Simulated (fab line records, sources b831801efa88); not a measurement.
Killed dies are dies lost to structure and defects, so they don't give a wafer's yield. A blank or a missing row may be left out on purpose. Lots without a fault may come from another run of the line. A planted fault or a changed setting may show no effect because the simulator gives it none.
Problem report in the 8D (eight disciplines) form, filled by code | flow sky130 | the parts of the form that need people (team, actions taken, sign-off) are left out

1. THE PROBLEM
SONOS_ONO_OXIDATION_THK at SKY_SONOS_ONO_THK_MEAS_01 reads a mean of 2.99 nm on 6 wafers of 2 lots; wafers without a fault read 2.59 nm with a standard deviation of 0.061. That is +6.6 standard deviations from the usual mean.
First seen on wafer L468.2, day 14 14:40, on film_metro-01. The record holds 36 wafers of 12 lots with a number at this step. Rule for "out", or "out of limits": more than 4 standard deviations from the usual mean. The other wafers with a number count as sound.

2. WHAT IT IS AND WHAT IT IS NOT
question                    | is                           | is not
which readings at this step | SONOS_ONO_OXIDATION_THK      | -
which lots                  | L468, L469                   | L460, L461, L473, L475, L478, L479, L480, L481, L482, L483
which wafers of those lots  | all that have a number       | -
read on which gauges        | film_metro-01, film_metro-02 | film_metro-04
when                        | from day 14 14:40            | up to then (6 sound wafers); but 24 sound wafers of L473, L475, L478, L479, L480, L481, L482, L483 came after

3. SUSPECTS, AND WHAT RULES EACH OUT
Counting: a tool at a process step up to the reading stays a suspect if it ran every lot that is out and no sound lot after the first of them.
- the gauge at SKY_SONOS_ONO_THK_MEAS_01: ruled out. The wafers that are out were read on 2 gauges (film_metro-01, film_metro-02).
- plasma_asher-02 at SKY_VT_ADJUST_NCORE_STRIP_10 (strips in O2/N2): ruled out as a lasting fault. Sound lots L473 ran on it after its first lot that is out, L468 (day 11 08:37).
- plasma_asher-01 at SKY_VT_ADJUST_HVTR_STRIP_10 (strips in O2/N2): ruled out as a lasting fault. Sound lots L473, L478, L480 ran on it after its first lot that is out, L468 (day 12 08:41).
- furnace-02 at SKY_SONOS_ONO_OXIDATION_00 (stabilise 600 s, purge 300 s, target thk 2.6 nm): ruled out as a lasting fault. Sound lots L478, L480, L481, L482, L483 ran on it after its first lot that is out, L468 (day 14 13:19).
Left after counting: nothing in the record.

4. THE CAUSE (what the simulator had put in)
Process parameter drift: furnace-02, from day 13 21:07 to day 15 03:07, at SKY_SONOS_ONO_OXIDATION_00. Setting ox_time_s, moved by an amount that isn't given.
Counting ruled it out, wrongly: the rule takes a fault to strike every lot that its tool runs from its start on, and this one did not.

5. THE CHAIN OF EFFECTS, in route order
Each row: a reading whose mean over the struck wafers that have a number lies more than 3 standard deviations from the usual. Only readings for which the record gives a usual standard deviation are gone through. hours: the time from each lot's start at the first step in this table that gives one to its start at this step, as a median over the lots. sigmas: the change in usual standard deviations.
hours | step                      | reading                 | usual   | on struck wafers | change | sigmas
0     | SKY_SONOS_ONO_THK_MEAS_01 | SONOS_ONO_OXIDATION_THK | 2.59 nm | 2.99             | +0.40  | +6.6
Later measuring or inspecting steps at which every struck wafer that the step has a row for has a number for every such reading, and none has moved that far: SKY_SONOS_ONO_THK_MEAS_05.

6. WHAT WOULD HAVE CAUGHT IT SOONER
In this record the first reading out of limits at a measuring or inspecting step was taken at day 14 14:40, 18 hours after the fault began at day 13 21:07.
